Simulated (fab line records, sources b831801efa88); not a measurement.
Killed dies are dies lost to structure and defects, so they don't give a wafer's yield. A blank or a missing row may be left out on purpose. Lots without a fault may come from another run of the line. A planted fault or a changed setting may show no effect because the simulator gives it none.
Problem report in the 8D (eight disciplines) form, filled by code | flow sky130 | the parts of the form that need people (team, actions taken, sign-off) are left out

1. THE PROBLEM
chamber_pressure_pa at SKY_VIA1_SPUTTER_20 reads a mean of 5.792 Pa on 1 wafer of 1 lot; wafers without a fault read 4.999 Pa with a standard deviation of 0.0097. That is +82 standard deviations from the usual mean.
The step: material TiN, target thk 20 nm, time 80 s.
First seen on wafer L220.1, day 35 00:14, on pvd_sputter-04. The record holds 15 wafers of 5 lots with a number at this step. Rule for "out", or "out of limits": more than 4 standard deviations from the usual mean. The other wafers with a number count as sound.

2. WHAT IT IS AND WHAT IT IS NOT
question                    | is                  | is not
which readings at this step | chamber_pressure_pa | -
which lots                  | L220                | L231, L232, L237, L239
which wafers of those lots  | L220.1              | L220.4, L220.5
read on which tools         | pvd_sputter-04      | pvd_sputter-01
when                        | from day 35 00:14   | up to then (2 sound wafers); but 12 sound wafers of L231, L232, L237, L239 came after

3. SUSPECTS, AND WHAT RULES EACH OUT
Counting: a tool at a process step up to the reading stays a suspect if it ran every lot that is out. Sound lots after the first of them don't rule it out here, since some wafers of a struck lot are sound.
- rie_diel-04 at SKY_VIA1_ETCH_14 (etches BARC in N2/H2, stops on SiO2, time 45.9 s, target depth 60 nm): kept. It ran the lot that is out, L220 (day 34 23:34).
- rie_diel-04 at SKY_VIA1_ETCH_15 (etches SiO2 in C4F8/O2/Ar, stops on TiN, target depth 351 nm, time 54 s): kept. It ran the lot that is out, L220 (day 34 23:36).
- plasma_asher-03 at SKY_VIA1_STRIP_16 (strips in O2/N2): kept. It ran the lot that is out, L220 (day 34 23:39).
- pvd_sputter-04 at SKY_VIA1_SPUTTER_20 (material TiN, target thk 20 nm, time 80 s): kept. It ran the lot that is out, L220 (day 35 00:14). Its own readings are out on those wafers: chamber_pressure_pa.
- Within rie_diel-04 at SKY_VIA1_ETCH_14: the wafers that are out ran in chamber 0; their sound lot-mates ran in chamber 2.
- Within rie_diel-04 at SKY_VIA1_ETCH_15: the wafers that are out ran in chamber 0; their sound lot-mates ran in chamber 2.
Left after counting: rie_diel-04 at SKY_VIA1_ETCH_14, rie_diel-04 at SKY_VIA1_ETCH_15, plasma_asher-03 at SKY_VIA1_STRIP_16, pvd_sputter-04 at SKY_VIA1_SPUTTER_20.

4. THE CAUSE (what the simulator had put in)
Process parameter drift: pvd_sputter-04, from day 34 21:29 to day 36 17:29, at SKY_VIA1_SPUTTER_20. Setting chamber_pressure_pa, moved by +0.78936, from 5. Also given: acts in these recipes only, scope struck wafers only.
Counting left 4 suspects, and this tool is among them.

5. THE CHAIN OF EFFECTS, in route order
Each row: a reading whose mean over the struck wafers that have a number lies more than 3 standard deviations from the usual. Only readings for which the record gives a usual standard deviation are gone through. hours: the time from each lot's start at the first step in this table that gives one to its start at this step, as a median over the lots. sigmas: the change in usual standard deviations.
hours | step                | reading             | usual    | on struck wafers | change | sigmas
0     | SKY_VIA1_SPUTTER_20 | chamber_pressure_pa | 4.999 Pa | 5.792            | +0.793 | +82
The process steps in it:
- SKY_VIA1_SPUTTER_20: material TiN, target thk 20 nm, time 80 s.

6. WHAT WOULD HAVE CAUGHT IT SOONER
In this record the first reading out of limits was taken at day 35 00:14, 3 hours after the fault began at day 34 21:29.
